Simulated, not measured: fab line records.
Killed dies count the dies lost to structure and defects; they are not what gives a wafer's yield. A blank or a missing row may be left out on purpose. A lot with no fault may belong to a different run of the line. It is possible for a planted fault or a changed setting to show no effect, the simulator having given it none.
A lot that was struck, set against a sound lot + flow sky130 + 15 steps out of a route of 708
Sound: the wafers L852.2, L852.3, L852.4. The struck wafers were L856.3, L856.4, L856.6. At the end, the cause is stated.
For every step that has rows: the tool of each side, followed by ch and its chambers, followed by its first start. Under that, the readings that differ: sound wafers + struck wafers + difference of the means + sigmas: that difference in standard deviations of wafers without a fault.
alike: a reading whose means differ by less than 2 such deviations, as well as words and numbers matching on both sides. not compared: withheld readings; readings where some wafer has no value; bounds like >300 that might hide an equal value; numbers whose values overlap and for which the record gives no deviation.
A row with sigmas, a row that says differs or no value, or rows on one side alone: a step with any of these is where the two part. When numbers do not overlap yet have no deviation, they are printed without sigmas and do not part them. A reading missing from all wafers of one side parts the sides only when that side holds two or more wafers.

first, 1 step without rows for these wafers: SKY_VIA3_ETCH_14 (etches BARC in N2/H2, stops on SiO2, time 45.9 s, target depth 60 nm).
SKY_VIA3_ETCH_15: etches SiO2 in C4F8/O2/Ar, stops on TiN, target depth 507 nm, time 78 s.
  sound on rie_diel-03 ch 0,2,3, day 41 21:49; struck on rie_diel-04 ch 0,1,2, day 42 09:22
  alike: oes_product_au
  not compared: rf_hours_counter_h
SKY_VIA3_STRIP_16: strips in O2/N2.
  sound on plasma_asher-02 ch 0,1, day 41 21:52; struck on plasma_asher-02 ch 0,1, day 42 09:27
  alike: drypump_motor_current_A, oes_product_au, strip_time_to_endpoint_s
  not compared: rf_hours_counter_h
then, 3 steps without rows for these wafers: SKY_VIA3_STRIP_17 (strips in post etch residue remover, time 1200 s); SKY_VIA3_CLEAN_18 (cleans in IPA, time 180 s); SKY_VIA3_CLEAN_19 (cleans in O3/DIW).
SKY_VIA3_SPUTTER_20: material TiN, target thk 20 nm, time 80 s.
  sound: pvd_sputter-04 at day 41 22:28; struck: pvd_sputter-01 at day 42 10:01
  alike: chamber_pressure_pa, throttle_valve_pct
then, 1 step without rows for these wafers: SKY_VIA3_CVD_21 (deposits W, target thk 390 nm, time 117.31 s).
SKY_VIA3_RS_MEAS_22: a four-point-probe measurement.
  sound: film_metro-04 at day 41 22:40; struck: film_metro-03 at day 42 10:14
  alike: VIA3_W_RS
SKY_VIA3_THK_MEAS_23: measures by xrf.
  sound: film_metro-04 at day 41 22:46; struck: film_metro-03 at day 42 10:20
  alike: VIA3_W_THK
SKY_VIA3_CMP_24: polishes, stops on SiO2, t overpolish 20 s, target thk 0 nm.
  sound on cmp-01 ch 1,2,3, day 41 22:49; struck on cmp-01 ch 0,1, day 42 10:23
  alike: head_pressure_psi, motor_current_A, overpolish_run_s, time_to_endpoint_s
then, 1 step without rows for these wafers: SKY_METAL4_SPUTTER_00 (material Ti, target thk 15 nm, time 10 s).
SKY_METAL4_SPUTTER_01: material TiN, target thk 20 nm, time 16.7 s.
  sound: pvd_sputter-02 at day 41 23:08; struck: pvd_sputter-02 at day 42 10:42
| reading                                    | sound             | struck            | difference | sigmas |
|--------------------------------------------|-------------------|-------------------|------------|--------|
| model.TiN_of_METAL4_SPUTTER_01.thk_nm (nm) | 19.89 20.16 19.86 | 26.94 26.73 26.64 | +6.80      |        |
  alike: chamber_pressure_pa, throttle_valve_pct
SKY_METAL4_SPUTTER_02: material AlCu, target thk 735 nm, time 39.1 s.
  sound: pvd_sputter-02 at day 41 23:10; struck: pvd_sputter-02 at day 42 10:44
  alike: chamber_pressure_pa, throttle_valve_pct
-- the record jumps here: 6 days lie between the struck wafers' starts before and after (it left off in module METAL4 and takes up again in module PAD_OPEN, whose first step shown is number 708 of the route) --
SKY_PAD_OPEN_PROBE_99:
  sound: prober-02 at day 47 15:08; struck: prober-01 at day 48 02:02
  alike: defect_limited_yield, killed_at_M0_to_M3, killed_at_M4_up, killed_at_contacts, killed_at_front_end, killed_at_other, killed_dies, killed_open, killed_short, sort_bin_3_pad_short, sort_bin_5_function, sort_bin_6_memory, sort_n_pass, sort_yield_pct

## WHERE THEY PART
Nowhere in this record.

WHY: what had been put in by the simulator
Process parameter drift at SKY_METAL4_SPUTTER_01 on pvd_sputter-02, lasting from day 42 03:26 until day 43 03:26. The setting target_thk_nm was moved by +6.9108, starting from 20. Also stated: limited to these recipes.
